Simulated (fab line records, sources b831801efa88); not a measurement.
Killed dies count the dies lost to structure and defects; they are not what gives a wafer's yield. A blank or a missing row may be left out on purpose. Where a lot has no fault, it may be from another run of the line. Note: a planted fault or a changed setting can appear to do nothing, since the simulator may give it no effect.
Struck lot and sound lot, side by side | flow gf180mcu | 14 steps out of a route of 602
Sound: these wafers, L640.2, L640.4, L640.5. Wafers struck: L652.3, L652.4, L652.5. The cause comes at the end.
Each step with rows lists, per side, the tool, then ch with its chambers, then its first start. Under that, the readings that differ: sound wafers | struck wafers | difference of the means | sigmas: that difference in standard deviations of wafers without a fault.
alike: readings with means less than 2 such deviations apart, plus words and numbers identical on both sides. not compared: withheld readings, readings lacking a value on some wafer, bounds such as >300 that could conceal the same value, and numbers that have no deviation in the record and whose values overlap.
Wherever a step has rows on one side only, a row that says differs or no value, or a row with sigmas, the two part there. Numbers that don't overlap but have no deviation are shown without sigmas and don't part them. Lack of a reading on every wafer of one side parts them only where that side has two or more wafers.

GF_V4_THK_MEAS_01:
  sound on film_metro-04, day 25 00:11; struck on film_metro-03, day 28 21:50
  alike: V4_CVD_00_THK
GF_V4_CVD_02: deposits SiO2 from TEOS, target thk 850 nm, time 94.851 s.
  sound on pecvd-04 ch 0,1,2, day 25 00:14; struck on pecvd-04 ch 0,2, day 28 21:53
  alike: heater_power_w
GF_V4_THK_MEAS_03:
  sound on film_metro-01, day 25 00:19; struck on film_metro-01, day 28 21:58
  alike: V4_CVD_02_THK
GF_V4_CMP_04: polishes SiO2.
  sound on cmp-01 ch 1,2,3, day 25 00:22; struck on cmp-02 ch 0,2,3, day 28 22:07
  alike: motor_current_A, slurry_filter_dp_kPa, time_to_endpoint_s
GF_V4_BOW_MEAS_05:
  sound on film_metro-03, day 25 00:41; struck on film_metro-03, day 28 22:21
  alike: V4_BOW
then, 7 steps without rows for these wafers: GF_V4_DEHYDRATE_06 (time 60 s); GF_V4_HMDS_07 (prime time 60 s); GF_V4_COAT_08; GF_V4_COAT_09 (resist thk 1000 nm); GF_V4_SOFTBAKE_10 (time 60 s); GF_V4_EXPOSE_11 (exposes mask Via4, target cd 260 nm); GF_V4_PEB_12 (peb time 90 s).
GF_V4_DEVELOP_13: develop time 60 s.
  struck on litho_track-01, day 29 17:41; sound on litho_track-04 ch 0, day 25 22:46
  no value came back on the struck wafers for chill_plate_temp_C (C), develop_time_s (s), exhaust_pa (Pa), resist_line_temp_C (C); on the sound wafers chill_plate_temp_C (C) reads 22.82 22.79 22.94
  reading                             | sound             | struck            | difference | sigmas
  model.KrF_of_V4_COAT_09.thk_nm (nm) | 982.3 982.4 983.2 | 999.1 994.1 997.9 | +14.4      |
GF_V4_CD_MEAS_14: target cd 260 nm.
  sound on cd_sem-01, day 25 22:54; struck on cd_sem-02, day 29 17:50
  reading    | sound             | struck | difference                    | sigmas
  cd_nm (nm) | 261.1 260.5 260.6 | - - -  | no value on the struck wafers |

## WHERE THEY PART
At GF_V4_DEVELOP_13 first; at GF_V4_CD_MEAS_14 last (within this record only).

WHY: whatever the simulator had introduced
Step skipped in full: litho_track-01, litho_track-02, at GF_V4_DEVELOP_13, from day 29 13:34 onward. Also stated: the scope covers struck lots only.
